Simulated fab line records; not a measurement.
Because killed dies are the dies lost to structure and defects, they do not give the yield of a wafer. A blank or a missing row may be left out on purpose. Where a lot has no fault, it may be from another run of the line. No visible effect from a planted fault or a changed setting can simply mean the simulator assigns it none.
fab line records	flow sky130
record: lots: 12	wafers: 36	last_day: 50
route steps=708 shown LI_CONTACT@377 LOCAL_INTERCONNECT@398 CONTACT@410 PAD_OPEN@708
lots untouched by any fault: they come from a run of this same line in which no faults occurred
start_h: hours from the record's opening day to when the first of the lot's shown wafers began	wait_h: hours since the lot's step before	" as in the row above	L1.1+2: one row covering several wafers at once	- value missing, or start not given	* or withheld: withheld	< > ~ a bound
route shown NAME@n: NAME is a module with steps in the file, n the number in the route of the first one	usual: mean and standard deviation over wafers with no fault	same: alike in all rows	chamber/n: place in a boat	sites: each site's reading	_std_site: standard deviation of those values	_edge_site: inner sites' mean taken away from outer sites' mean	radius_mm: for every site, how far away it sits from the centre of the wafer	mask NAME#n: copy n	behind: tool/chamber where the wafer was last shaped	hold: why the lot went on hold/how many hours it stayed there/how the hold came to an end	device: names the non-switching transistor (n, p or np)	end of line: tests of these same wafers at the route's end	a step with no rows: only its recipe	killed: dies lost to structure and defects at the first sort, not the wafer's yield	map: a wafer's dies, marking killed ones x, the rest . and places with no die _
set.NAME: the run value of the setting; set.NAME@STEP: its run value at that earlier step	model.NAME: the simulator's own value behind a step, which no gauge read
a sample of lots followed through the steps of the route, with each step as a table and each wafer as a row
services: the hour from which a tool's chamber was out of use, counted from the record's first day as start_h (under 0 if before that day), plus the number of hours and why
== steps ==
step: SKY_LI_CONTACT_ETCH_15
recipe: target: PSG	chemistry: C4F8/O2/Ar	stop_on: Si	taper_deg: 4.15	mask_material: KrF-thick	source_w: 1500	bias_w: 1200	pressure_mtorr: 40	c4f8_flow_sccm: withheld	O2_flow_sccm: 6	Ar_flow_sccm: 300	time_s: withheld	target_depth_a: 6000
usual: oes_product_au: 0.837/0.0054
lot.wafer	tool	chamber	start_h	wait_h	oes_product_au
L433.2	rie_diel-03	1	713.49	0.0	0.834
L433.3	"	0	"	"	0.840
L433.5	"	1	"	"	0.833
L432.2	rie_diel-03	2	715.34	0.0	0.834
L432.3	"	3	"	"	0.838
L432.6	"	1	"	"	0.837
L435.1	rie_diel-04	0	723.89	0.0	0.846
L435.2	"	3	"	"	0.839
L435.6	"	0	"	"	0.841
L439.1	rie_diel-04	2	756.91	0.0	0.830
L439.2	"	0	"	"	0.828
L439.4	"	2	"	"	0.843
L440.1	rie_diel-03	2	765.94	0.0	0.832
L440.2	"	0	"	"	0.823
L440.4	"	0	"	"	0.839
L443.3	rie_diel-01	3	785.44	0.0	0.836
L443.4	"	1	"	"	0.840
L443.5	"	3	"	"	0.850
L445.1	rie_diel-01	0	798.36	0.0	0.831
L445.3	"	3	"	"	0.847
L445.5	"	1	"	"	0.834
L449.4	rie_diel-04	1	828.69	0.0	0.836
L449.5	"	0	"	"	0.839
L449.6	"	3	"	"	0.832
L450.2	rie_diel-04	1	829.81	0.0	0.829
L450.3	"	0	"	"	0.835
L450.6	"	2	"	"	0.851
L451.1	rie_diel-04	2	843.84	0.0	0.840
L451.5	"	0	"	"	0.836
L451.6	"	1	"	"	0.840
L452.2	rie_diel-01	1	851.39	0.0	0.834
L452.4	"	2	"	"	0.841
L452.6	"	1	"	"	0.843
L453.3	rie_diel-04	3	855.79	0.0	0.838
L453.5	"	2	"	"	0.831
L453.6	"	1	"	"	0.835
step: SKY_LOCAL_INTERCONNECT_CD_MEAS_11
recipe: target_cd_nm: 170
usual: cd_nm: 170.3/1.5
lot.wafer	tool	chamber	start_h	wait_h	cd_nm
L433.2	cd_sem-01	-	742.75	-	172.2
L433.3	"	-	"	"	171.1
L433.5	"	-	"	"	171.9
L432.2	cd_sem-01	-	744.41	-	168.9
L432.3	"	-	"	"	169.4
L432.6	"	-	"	"	170.5
L435.1	cd_sem-01	-	753.04	-	171.3
L435.2	"	-	"	"	172.5
L435.6	"	-	"	"	170.0
L439.1	cd_sem-01	-	784.83	-	169.4
L439.2	"	-	"	"	169.0
L439.4	"	-	"	"	170.5
L440.1	cd_sem-01	-	793.64	-	170.9
L440.2	"	-	"	"	171.4
L440.4	"	-	"	"	172.1
L443.3	cd_sem-02	-	813.57	-	168.7
L443.4	"	-	"	"	168.3
L443.5	"	-	"	"	168.1
L445.1	cd_sem-02	-	826.31	-	167.7
L445.3	"	-	"	"	168.0
L445.5	"	-	"	"	168.0
L449.4	cd_sem-02	-	855.69	-	170.0
L449.5	"	-	"	"	172.2
L449.6	"	-	"	"	171.2
L450.2	cd_sem-01	-	857.13	-	171.6
L450.3	"	-	"	"	171.5
L450.6	"	-	"	"	170.0
L451.1	cd_sem-01	-	870.93	-	171.0
L451.5	"	-	"	"	171.9
L451.6	"	-	"	"	172.8
L452.2	cd_sem-02	-	879.08	-	170.1
L452.4	"	-	"	"	168.4
L452.6	"	-	"	"	170.5
L453.3	cd_sem-02	-	884.18	-	171.2
L453.5	"	-	"	"	172.7
L453.6	"	-	"	"	171.5
step: SKY_LOCAL_INTERCONNECT_OVL_MEAS_12
usual: LOCAL_INTERCONNECT_OVL: 2/5.2
lot.wafer	tool	chamber	start_h	wait_h	LOCAL_INTERCONNECT_OVL[nm]
L433.2	overlay-02	-	742.85	0.1	4
L433.3	"	-	"	"	8
L433.5	"	-	"	"	-1
L432.2	overlay-01	-	744.52	0.1	4
L432.3	"	-	"	"	-5
L432.6	"	-	"	"	5
L435.1	overlay-01	-	753.16	0.1	1
L435.2	"	-	"	"	4
L435.6	"	-	"	"	0
L439.1	overlay-01	-	784.95	0.1	7
L439.2	"	-	"	"	3
L439.4	"	-	"	"	6
L440.1	overlay-02	-	793.76	0.1	16
L440.2	"	-	"	"	9
L440.4	"	-	"	"	8
L443.3	overlay-02	-	813.66	0.1	-4
L443.4	"	-	"	"	6
L443.5	"	-	"	"	4
L445.1	overlay-02	-	826.43	0.1	-7
L445.3	"	-	"	"	-10
L445.5	"	-	"	"	-9
L449.4	overlay-01	-	855.77	0.1	3
L449.5	"	-	"	"	9
L449.6	"	-	"	"	1
L450.2	overlay-01	-	857.24	0.1	2
L450.3	"	-	"	"	-3
L450.6	"	-	"	"	1
L451.1	overlay-02	-	871.05	0.1	1
L451.5	"	-	"	"	1
L451.6	"	-	"	"	7
L452.2	overlay-02	-	879.19	0.1	12
L452.4	"	-	"	"	13
L452.6	"	-	"	"	8
L453.3	overlay-01	-	884.27	0.1	4
L453.5	"	-	"	"	-3
L453.6	"	-	"	"	1
step: SKY_CONTACT_CMP_04
recipe: material: SiO2	down_force_psi: 4	platen_rpm: 60	pad_velocity_m_s: 0.94248
usual: head_pressure_psi: 4.001/0.0093	motor_current_A: 11.5/1.2	time_to_endpoint_s: 80/5
lot.wafer	tool	chamber	start_h	wait_h	head_pressure_psi	motor_current_A	time_to_endpoint_s
L433.2	cmp-01	2	743.86	0.0	4.008	12.0	81
L433.3	"	1	"	"	4.001	12.6	77
L433.5	"	2	"	"	4.015	12.2	77
L432.3	cmp-01	0	745.63	0.0	3.990	9.0	85
L432.2	"	1	"	"	3.986	12.3	91
L432.6	"	0	"	"	3.997	9.5	79
L435.1	cmp-02	0	754.27	0.1	4.009	10.3	76
L435.2	"	1	"	"	4.005	11.0	80
L435.6	"	0	"	"	3.981	10.8	79
L439.1	cmp-02	2	786.04	0.1	3.993	12.5	73
L439.2	"	3	"	"	3.989	10.7	74
L439.4	"	0	"	"	3.991	10.0	75
L440.4	cmp-02	3	794.74	0.0	3.997	10.9	81
L440.2	"	1	"	"	4.002	11.0	79
L440.1	"	2	"	"	4.001	13.4	69
L443.4	cmp-02	0	814.64	0.0	3.988	10.1	76
L443.3	"	3	"	"	4.008	11.1	79
L443.5	"	1	"	"	4.003	11.2	80
L445.1	cmp-02	3	827.43	0.1	4.005	10.9	87
L445.3	"	2	"	"	4.001	12.6	77
L445.5	"	3	"	"	4.007	11.0	80
L449.4	cmp-02	1	857.08	0.4	1.528	6.8	111
L449.6	"	2	"	"	1.507	6.9	108
L449.5	"	3	"	"	1.524	6.3	110
L450.3	cmp-02	0	858.41	0.2	1.526	6.5	110
L450.2	"	2	"	"	1.524	7.4	111
L450.6	"	0	"	"	1.516	5.9	111
L451.1	cmp-01	2	872.12	0.1	4.001	13.0	84
L451.6	"	1	"	"	3.993	13.2	88
L451.5	"	2	"	"	3.999	12.8	84
L452.2	cmp-01	3	880.45	0.3	3.998	13.0	83
L452.4	"	1	"	"	4.005	12.4	83
L452.6	"	3	"	"	3.996	13.0	85
L453.3	cmp-01	3	885.32	0.1	3.989	13.2	87
L453.5	"	2	"	"	3.990	12.8	81
L453.6	"	3	"	"	3.997	12.6	87
step: SKY_CONTACT_ETCH_17
recipe: target: SiO2	chemistry: C4F8/O2/Ar	stop_on: Si3N4	mask_material: KrF-thick	source_w: 1500	bias_w: 1200	pressure_mtorr: 40	c4f8_flow_sccm: withheld	O2_flow_sccm: 6	Ar_flow_sccm: 300	time_s: withheld	target_depth_a: 3400
usual: oes_product_au: 0.891/0.005
lot.wafer	tool	chamber	start_h	wait_h	oes_product_au
L433.2	rie_diel-02	1	771.52	0.0	0.904
L433.3	"	0	"	"	0.900
L433.5	"	3	"	"	0.889
L432.2	rie_diel-01	2	773.09	0.0	0.897
L432.3	"	3	"	"	0.894
L432.6	"	2	"	"	0.882
L435.1	rie_diel-04	1	781.07	0.0	0.887
L435.2	"	0	"	"	0.890
L435.6	"	1	"	"	0.884
L439.1	rie_diel-02	3	812.61	0.0	0.889
L439.2	"	1	"	"	0.896
L439.4	"	1	"	"	0.886
L440.1	rie_diel-04	0	821.81	0.0	0.878
L440.2	"	1	"	"	0.890
L440.4	"	3	"	"	0.894
L443.3	rie_diel-02	2	841.44	0.0	0.900
L443.4	"	2	"	"	0.892
L443.5	"	1	"	"	0.893
L445.1	rie_diel-04	0	854.54	0.0	0.902
L445.3	"	2	"	"	0.893
L445.5	"	1	"	"	0.898
L449.4	rie_diel-01	2	883.89	0.0	1.006
L449.5	"	3	"	"	1.000
L449.6	"	1	"	"	1.002
L450.2	rie_diel-04	0	885.43	0.0	1.000
L450.3	"	1	"	"	1.003
L450.6	"	0	"	"	0.982
L451.1	rie_diel-02	2	898.14	0.0	0.897
L451.5	"	1	"	"	0.895
L451.6	"	2	"	"	0.892
L452.2	rie_diel-04	1	905.96	0.0	0.896
L452.4	"	2	"	"	0.898
L452.6	"	3	"	"	0.889
L453.3	rie_diel-02	2	911.43	0.0	0.895
L453.5	"	3	"	"	0.902
L453.6	"	0	"	"	0.890
step: SKY_CONTACT_ETCH_18
recipe: target: Si3N4	chemistry: CHF3/O2	stop_on: TiN	source_w: 600	bias_w: 200	pressure_mtorr: 40	chf3_flow_sccm: 50	O2_flow_sccm: 5	time_s: 39	target_depth_a: 750
usual: drypump_motor_current_A: 5.7/0.43	oes_product_au: 0.854/0.0077	throttle_valve_pct: 8.792/0.0099
lot.wafer	tool	chamber	start_h	wait_h	drypump_motor_current_A	oes_product_au	rf_hours_counter_h	throttle_valve_pct
L433.2	rie_diel-02	1	-	-	5.7	0.845	7	8.792
L433.3	"	0	"	"	5.1	0.863	14	8.790
L433.5	"	3	"	"	5.8	0.858	-	8.790
L432.2	rie_diel-01	2	-	-	6.1	0.858	14	8.796
L432.3	"	3	"	"	5.1	0.851	17	8.781
L432.6	"	2	"	"	6.1	0.862	-	8.786
L435.1	rie_diel-04	1	-	-	5.2	0.854	7	8.783
L435.2	"	0	"	"	5.8	0.850	11	8.797
L435.6	"	1	"	"	5.2	0.854	-	8.800
L439.1	rie_diel-02	3	-	-	5.8	0.857	39	8.794
L439.2	"	1	"	"	5.6	0.843	9	8.796
L439.4	"	1	"	"	5.7	0.860	-	8.798
L440.1	rie_diel-04	0	-	-	5.8	0.861	12	8.786
L440.2	"	1	"	"	5.2	0.859	8	8.781
L440.4	"	3	"	"	6.0	0.873	5	8.791
L443.3	rie_diel-02	2	-	-	5.6	0.847	12	8.793
L443.4	"	2	"	"	5.6	0.851	-	8.784
L443.5	"	1	"	"	5.7	0.857	-	8.796
L445.1	rie_diel-04	0	-	-	5.8	0.845	13	8.783
L445.3	"	2	"	"	6.2	0.847	2	8.799
L445.5	"	1	"	"	5.2	0.852	-	8.793
L449.4	rie_diel-01	2	-	-	6.2	0.706	-	8.769
L449.5	"	3	"	"	5.1	0.638	-	8.729
L449.6	"	1	"	"	6.0	0.651	-	8.708
L450.2	rie_diel-04	0	-	-	5.8	0.592	14	8.722
L450.3	"	1	"	"	5.2	0.596	10	8.723
L450.6	"	0	"	"	5.8	0.563	-	8.727
L451.1	rie_diel-02	2	-	-	5.6	0.848	14	8.785
L451.5	"	1	"	"	5.7	0.864	-	8.803
L451.6	"	2	"	"	5.6	0.857	-	8.782
L452.2	rie_diel-04	1	-	-	5.2	0.839	11	8.788
L452.4	"	2	"	"	6.2	0.863	4	8.833
L452.6	"	3	"	"	6.0	0.855	-	8.798
L453.3	rie_diel-02	2	-	-	5.6	0.842	15	8.805
L453.5	"	3	"	"	5.8	0.850	-	8.799
L453.6	"	0	"	"	5.1	0.846	-	8.791
step: SKY_PAD_OPEN_PROBE_99
usual: killed_at_M0_to_M3: 44/7.3	killed_at_M4_up: 3.4/1.8	killed_at_contacts: 24/5.8	killed_at_front_end: 15/4.9	killed_at_other: 0.4/0.63	killed_dies: 86/11	killed_on_rim: 17/3.8	killed_open: 47/8	killed_short: 39/6.5
same: gross_dies: 492	killed_at_back_side: 0
lot.wafer	tool	chamber	start_h	wait_h	killed_at_M0_to_M3	killed_at_M4_up	killed_at_contacts	killed_at_front_end	killed_at_other	killed_dies	killed_on_rim	killed_open	killed_short
L433.2	prober-01	-	1105.10	0.1	32	2	22	13	0	69	10	36	33
L433.3	prober-01	-	1105.15	0.2	46	7	28	15	0	96	17	47	49
L433.5	prober-01	-	1105.25	0.2	47	1	24	16	0	88	18	47	40
L432.2	prober-02	-	1106.80	0.1	41	5	22	15	1	84	19	42	42
L432.3	prober-02	-	1106.85	0.2	54	3	19	13	1	90	17	45	45
L432.6	prober-02	-	1107.00	0.2	40	3	24	20	0	87	17	42	44
L435.1	prober-02	-	1110.12	0.1	43	3	17	8	0	71	18	43	28
L435.2	prober-02	-	1110.17	0.1	48	5	26	19	0	98	16	54	43
L435.6	prober-02	-	1110.37	0.2	50	7	19	8	0	84	13	46	38
L439.1	prober-02	-	1135.36	0.1	46	2	27	11	0	86	17	37	48
L439.2	prober-02	-	1135.41	0.1	29	3	26	21	0	79	11	45	34
L439.4	prober-02	-	1135.51	0.2	42	8	31	13	1	95	12	47	48
L440.1	prober-01	-	1142.09	0.1	33	5	22	10	0	70	14	41	28
L440.2	prober-01	-	1142.14	0.1	36	6	24	20	0	86	20	58	27
L440.4	prober-01	-	1142.24	0.2	45	5	19	23	0	92	20	45	46
L443.3	prober-02	-	1154.77	0.2	44	1	39	16	1	101	19	55	45
L443.4	prober-02	-	1154.82	0.2	39	5	22	12	0	78	20	36	42
L443.5	prober-02	-	1154.87	0.2	47	2	20	12	2	83	11	47	36
L445.1	prober-02	-	1164.41	0.1	44	2	25	13	0	84	18	39	45
L445.3	prober-02	-	1164.51	0.2	38	5	35	14	0	92	16	59	33
L445.5	prober-02	-	1164.61	0.2	48	1	21	12	0	82	18	47	35
L449.4	prober-02	-	1182.46	0.2	54	4	421	13	0	492	96	52	40
L449.5	prober-02	-	1182.51	0.2	42	5	429	15	0	491	95	47	37
L449.6	prober-02	-	1182.56	0.2	48	1	422	20	0	491	96	41	42
L451.1	prober-02	-	1191.40	0.1	62	3	32	23	1	121	23	73	48
L451.5	prober-02	-	1191.60	0.2	53	4	24	11	0	92	18	45	47
L451.6	prober-02	-	1191.65	0.2	46	3	21	17	0	87	13	44	43
L452.2	prober-01	-	1197.49	0.1	57	4	23	13	0	97	19	50	47
L452.4	prober-01	-	1197.59	0.2	45	2	25	3	0	75	11	31	44
L452.6	prober-01	-	1197.69	0.2	46	3	29	15	0	93	17	48	45
L453.3	prober-01	-	1200.66	0.2	33	4	31	10	0	78	21	45	33
L453.5	prober-01	-	1200.76	0.2	33	5	29	10	1	78	15	41	37
L453.6	prober-01	-	1200.81	0.2	42	5	33	19	0	99	23	52	47
killed by level:class
L433.2 VIA1:geometric_particle:open=7 POLY_GATE:geometric_particle:open=6 CONTACT:geometric_particle:short=6 CONTACT:geometric_particle:open=6 VIA3:geometric_particle:open=6 LI_CONTACT:geometric_particle:open=5 FIELD_ISO:geometric_particle:short=4 METAL2:geometric_particle:short=4
L433.3 CONTACT:geometric_particle:open=10 VIA1:geometric_particle:open=8 METAL2:geometric_particle:short=8 LI_CONTACT:geometric_particle:open=7 VIA2:geometric_particle:open=7 METAL4:geometric_particle:short=7 CONTACT:geometric_particle:short=5 METAL3:geometric_particle:short=5
L433.5 LI_CONTACT:geometric_particle:open=9 VIA1:geometric_particle:open=9 VIA2:geometric_particle:open=7 METAL1:geometric_particle:short=6 CONTACT:geometric_particle:open=6 METAL2:geometric_particle:short=5 FIELD_ISO:geometric_particle:open=4 POLY_GATE:geometric_particle:short=4
L432.2 VIA1:geometric_particle:open=9 VIA2:geometric_particle:open=7 CONTACT:geometric_particle:short=6 LOCAL_INTERCONNECT:geometric_particle:short=6 CONTACT:geometric_particle:open=5 VIA1:geometric_particle:short=5 METAL2:geometric_particle:short=5 VIA3:geometric_particle:open=4
L432.3 VIA1:geometric_particle:open=11 VIA3:geometric_particle:open=9 METAL2:geometric_particle:short=8 VIA1:geometric_particle:short=7 LI_CONTACT:geometric_particle:open=6 CONTACT:geometric_particle:open=6 METAL3:geometric_particle:short=5 METAL1:geometric_particle:short=5
L432.6 METAL2:geometric_particle:short=10 VIA1:geometric_particle:open=7 LOCAL_INTERCONNECT:geometric_particle:short=6 LI_CONTACT:geometric_particle:open=6 CONTACT:geometric_particle:open=6 VIA3:geometric_particle:open=5 VIA2:geometric_particle:open=5 FIELD_ISO:geometric_particle:open=4
L435.1 VIA2:geometric_particle:open=9 CONTACT:geometric_particle:open=8 VIA1:geometric_particle:open=7 VIA3:geometric_particle:open=6 LI_CONTACT:geometric_particle:open=4 METAL3:geometric_particle:short=4 METAL2:geometric_particle:short=3 VIA1:geometric_particle:short=3
L435.2 LI_CONTACT:geometric_particle:open=11 CONTACT:geometric_particle:open=10 VIA1:geometric_particle:open=9 VIA2:geometric_particle:open=7 METAL2:geometric_particle:short=7 FIELD_ISO:geometric_particle:open=6 METAL1:geometric_particle:short=6 FIELD_ISO:geometric_particle:short=5
L435.6 VIA2:geometric_particle:open=13 LI_CONTACT:geometric_particle:open=7 CONTACT:geometric_particle:short=6 VIA1:geometric_particle:short=6 VIA3:geometric_particle:open=6 VIA2:geometric_particle:short=5 VIA1:geometric_particle:open=5 METAL1:geometric_particle:short=4
L439.1 VIA1:geometric_particle:open=13 METAL2:geometric_particle:short=8 CONTACT:geometric_particle:open=7 METAL1:geometric_particle:short=7 LOCAL_INTERCONNECT:geometric_particle:short=6 VIA3:geometric_particle:open=6 LI_CONTACT:geometric_particle:short=4 LI_CONTACT:geometric_particle:open=4
L439.2 FIELD_ISO:geometric_particle:open=10 CONTACT:geometric_particle:open=9 LOCAL_INTERCONNECT:geometric_particle:short=7 METAL1:geometric_particle:short=6 LI_CONTACT:geometric_particle:open=5 VIA3:geometric_particle:open=5 FIELD_ISO:geometric_particle:short=4 VIA2:geometric_particle:open=4
L439.4 VIA3:geometric_particle:open=9 LI_CONTACT:geometric_particle:open=9 VIA2:geometric_particle:open=8 CONTACT:geometric_particle:open=7 METAL1:geometric_particle:short=7 CONTACT:geometric_particle:short=6 METAL2:geometric_particle:short=5 METAL4:geometric_particle:short=5
L440.1 CONTACT:geometric_particle:open=9 VIA3:geometric_particle:open=6 VIA1:geometric_particle:open=6 LI_CONTACT:geometric_particle:open=5 VIA2:geometric_particle:open=5 METAL4:geometric_particle:short=5 METAL3:geometric_particle:short=4 LOCAL_INTERCONNECT:geometric_particle:short=4
L440.2 VIA1:geometric_particle:open=12 LI_CONTACT:geometric_particle:open=10 VIA2:geometric_particle:open=9 CONTACT:geometric_particle:open=6 POLY_GATE:geometric_particle:open=5 POLY_CUT:geometric_particle:short=4 CONTACT:geometric_particle:short=4 FIELD_ISO:geometric_particle:short=3
L440.4 VIA3:geometric_particle:open=10 VIA2:geometric_particle:short=7 FIELD_ISO:geometric_particle:open=6 CONTACT:geometric_particle:open=6 VIA1:geometric_particle:short=6 VIA2:geometric_particle:open=6 METAL4:geometric_particle:short=5 POLY_GATE:geometric_particle:open=5
L443.3 CONTACT:geometric_particle:open=12 VIA3:geometric_particle:open=9 CONTACT:geometric_particle:short=8 VIA1:geometric_particle:open=8 LI_CONTACT:geometric_particle:open=7 LOCAL_INTERCONNECT:geometric_particle:short=7 FIELD_ISO:geometric_particle:open=5 VIA2:geometric_particle:open=5
L443.4 CONTACT:geometric_particle:open=10 METAL2:geometric_particle:short=8 VIA1:geometric_particle:open=8 METAL4:geometric_particle:short=5 VIA3:geometric_particle:open=5 LI_CONTACT:geometric_particle:open=4 CONTACT:geometric_particle:short=4 METAL1:geometric_particle:short=4
L443.5 VIA1:geometric_particle:open=9 VIA2:geometric_particle:open=9 VIA3:geometric_particle:open=8 LI_CONTACT:geometric_particle:open=7 METAL2:geometric_particle:short=7 CONTACT:geometric_particle:short=4 CONTACT:geometric_particle:open=4 POLY_GATE:geometric_particle:short=3
L445.1 VIA1:geometric_particle:open=11 CONTACT:geometric_particle:open=9 METAL1:geometric_particle:short=8 FIELD_ISO:geometric_particle:short=5 LOCAL_INTERCONNECT:geometric_particle:short=5 VIA2:geometric_particle:short=5 VIA2:geometric_particle:open=5 METAL3:geometric_particle:short=5
L445.3 CONTACT:geometric_particle:open=14 VIA1:geometric_particle:open=11 LI_CONTACT:geometric_particle:open=9 VIA3:geometric_particle:open=9 VIA1:geometric_particle:short=5 LI_CONTACT:geometric_particle:short=5 FIELD_ISO:geometric_particle:short=4 METAL1:geometric_particle:short=4
L445.5 VIA1:geometric_particle:open=11 VIA3:geometric_particle:open=8 CONTACT:geometric_particle:open=8 VIA2:geometric_particle:short=6 VIA2:geometric_particle:open=5 FIELD_ISO:geometric_particle:short=4 POLY_GATE:geometric_particle:open=4 LOCAL_INTERCONNECT:geometric_particle:short=4
L449.4 CONTACT:area_cmp=400 VIA1:geometric_particle:open=18 VIA1:geometric_particle:short=11 VIA3:geometric_particle:open=7 LI_CONTACT:geometric_particle:open=6 CONTACT:geometric_particle:open=5 CONTACT:geometric_particle:short=5 METAL1:geometric_particle:short=5
L449.5 CONTACT:area_cmp=407 METAL1:geometric_particle:short=9 VIA3:geometric_particle:open=8 CONTACT:geometric_particle:open=7 LI_CONTACT:geometric_particle:open=6 VIA1:geometric_particle:open=6 FIELD_ISO:geometric_particle:open=5 VIA2:geometric_particle:short=4
L449.6 CONTACT:area_cmp=408 VIA1:geometric_particle:short=11 VIA1:geometric_particle:open=11 POLY_GATE:geometric_particle:short=7 CONTACT:geometric_particle:open=6 METAL2:geometric_particle:short=6 VIA2:geometric_particle:open=5 VIA3:geometric_particle:open=5
L451.1 VIA1:geometric_particle:open=18 CONTACT:geometric_particle:open=11 VIA3:geometric_particle:open=11 FIELD_ISO:geometric_particle:short=8 LI_CONTACT:geometric_particle:open=8 VIA1:geometric_particle:short=6 METAL2:geometric_particle:short=6 FIELD_ISO:geometric_particle:open=5
L451.5 VIA1:geometric_particle:open=15 CONTACT:geometric_particle:open=9 VIA2:geometric_particle:short=8 VIA1:geometric_particle:short=6 METAL2:geometric_particle:short=6 LOCAL_INTERCONNECT:geometric_particle:short=5 VIA2:geometric_particle:open=5 FIELD_ISO:geometric_particle:short=4
L451.6 CONTACT:geometric_particle:short=8 VIA2:geometric_particle:open=8 LI_CONTACT:geometric_particle:open=7 FIELD_ISO:geometric_particle:open=6 METAL1:geometric_particle:short=6 POLY_GATE:geometric_particle:open=5 VIA1:geometric_particle:short=5 VIA1:geometric_particle:open=5
L452.2 VIA1:geometric_particle:open=12 CONTACT:geometric_particle:open=8 METAL1:geometric_particle:short=8 VIA1:geometric_particle:short=8 VIA3:geometric_particle:open=7 POLY_GATE:geometric_particle:short=5 LI_CONTACT:geometric_particle:open=5 LOCAL_INTERCONNECT:geometric_particle:short=5
L452.4 METAL2:geometric_particle:short=11 VIA1:geometric_particle:open=9 CONTACT:geometric_particle:short=9 CONTACT:geometric_particle:open=7 METAL1:geometric_particle:short=5 VIA3:geometric_particle:open=5 VIA1:geometric_particle:short=5 LOCAL_INTERCONNECT:geometric_particle:short=4
L452.6 VIA1:geometric_particle:open=11 CONTACT:geometric_particle:open=9 METAL2:geometric_particle:short=9 LOCAL_INTERCONNECT:geometric_particle:short=8 CONTACT:geometric_particle:short=8 VIA2:geometric_particle:open=8 POLY_GATE:geometric_particle:open=6 VIA3:geometric_particle:open=5
L453.3 LI_CONTACT:geometric_particle:open=11 CONTACT:geometric_particle:open=6 VIA1:geometric_particle:open=6 LOCAL_INTERCONNECT:geometric_particle:short=5 METAL3:geometric_particle:short=5 VIA2:geometric_particle:open=5 VIA3:geometric_particle:open=5 FIELD_ISO:geometric_particle:open=4
L453.5 CONTACT:geometric_particle:open=12 VIA1:geometric_particle:open=7 VIA3:geometric_particle:open=7 LOCAL_INTERCONNECT:geometric_particle:short=6 CONTACT:geometric_particle:short=5 FIELD_ISO:geometric_particle:short=4 METAL1:geometric_particle:short=4 LI_CONTACT:geometric_particle:open=3
L453.6 CONTACT:geometric_particle:open=9 LI_CONTACT:geometric_particle:open=8 VIA1:geometric_particle:open=8 LOCAL_INTERCONNECT:geometric_particle:short=7 METAL1:geometric_particle:short=7 VIA1:geometric_particle:short=6 METAL2:geometric_particle:short=6 CONTACT:geometric_particle:short=5
== services ==
tool	chamber	start_h	hours	kind
rie_diel-04	3	728.49	32.6	repair
rie_diel-03	1	736.29	36.8	repair
cmp-02	-	744.00	4.0	pm
cmp-01	-	749.74	6.5	pm
rie_diel-02	3	753.63	2.9	repair
cmp-02	-	756.33	7.5	pm
cmp-02	-	775.60	3.1	repair
rie_diel-01	2	778.99	17.7	repair
rie_diel-02	0	783.66	25.7	repair
cmp-01	-	793.64	3.1	repair
rie_diel-02	2	809.33	13.5	repair
cmp-01	-	813.94	20.4	pm
rie_diel-01	0	826.47	58.4	repair
rie_diel-02	0	838.16	15.1	repair
rie_diel-03	2	844.20	5.2	repair
cmp-02	-	846.09	0.5	repair
rie_diel-03	1	846.24	2.2	repair
cmp-01	-	852.52	1.3	repair
rie_diel-01	-	853.16	1.7	repair
cmp-01	-	861.66	0.2	repair
cmp-02	-	871.81	4.7	pm
cmp-01	-	873.86	0.3	repair
cmp-02	-	880.40	4.4	repair
rie_diel-01	3	910.74	1.6	repair
== key ==
first_sign: step: SKY_CONTACT_CMP_04	reading: head_pressure_psi	direction: down	sigmas: 99+	usual: 4.001	struck: 1.521
effect: step: SKY_CONTACT_CMP_04	reading: time_to_endpoint_s	direction: up	sigmas: 6.1	usual: *	struck: *
effect: step: SKY_CONTACT_ETCH_17	reading: oes_product_au	direction: up	sigmas: 21	usual: 0.891	struck: 0.999
effect: step: SKY_CONTACT_ETCH_18	reading: oes_product_au	direction: down	sigmas: 30	usual: 0.854	struck: 0.624
effect: step: SKY_PAD_OPEN_PROBE_99	reading: killed_at_contacts	direction: up	sigmas: 69	usual: 24	struck: 424
more_kills_born_at: SKY_CONTACT_CMP_04@cmp-02: 1215
met_at SKY_CONTACT_CMP_04
struck_lots L449,L450
rows_end L450.2,L450.3,L450.6
later_rows_left_out L449.4,L449.5,L449.6
tester_left_out L449
not_acting_at SKY_LI_CONTACT_ETCH_15,SKY_LOCAL_INTERCONNECT_CD_MEAS_11,SKY_LOCAL_INTERCONNECT_OVL_MEAS_12
onset_between 827.43 857.08
fault: kind: process_parameter_drift	tool: cmp-02	chamber: -	onset_h: 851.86	steps: SKY_CONTACT_CMP_04	channel: down_force_psi	offset: -2.4813	shape: step	end_h: 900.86	acts_in: these_recipes_only	stated: 4
tester_left_out: of these lots the tester's yield and bins aren't shown, on N5 and GAA mostly nor the transistor test; their killed dies are dies lost to structure and defects alone, not to doping, threshold or leakage, so they don't give the yield
later_rows_left_out: the simulator's readings of these wafers behind a module that went badly wrong aren't trusted and aren't shown, but for the sort
rows_end: these wafers met a further fault down the route, and their rows from its step on are left out
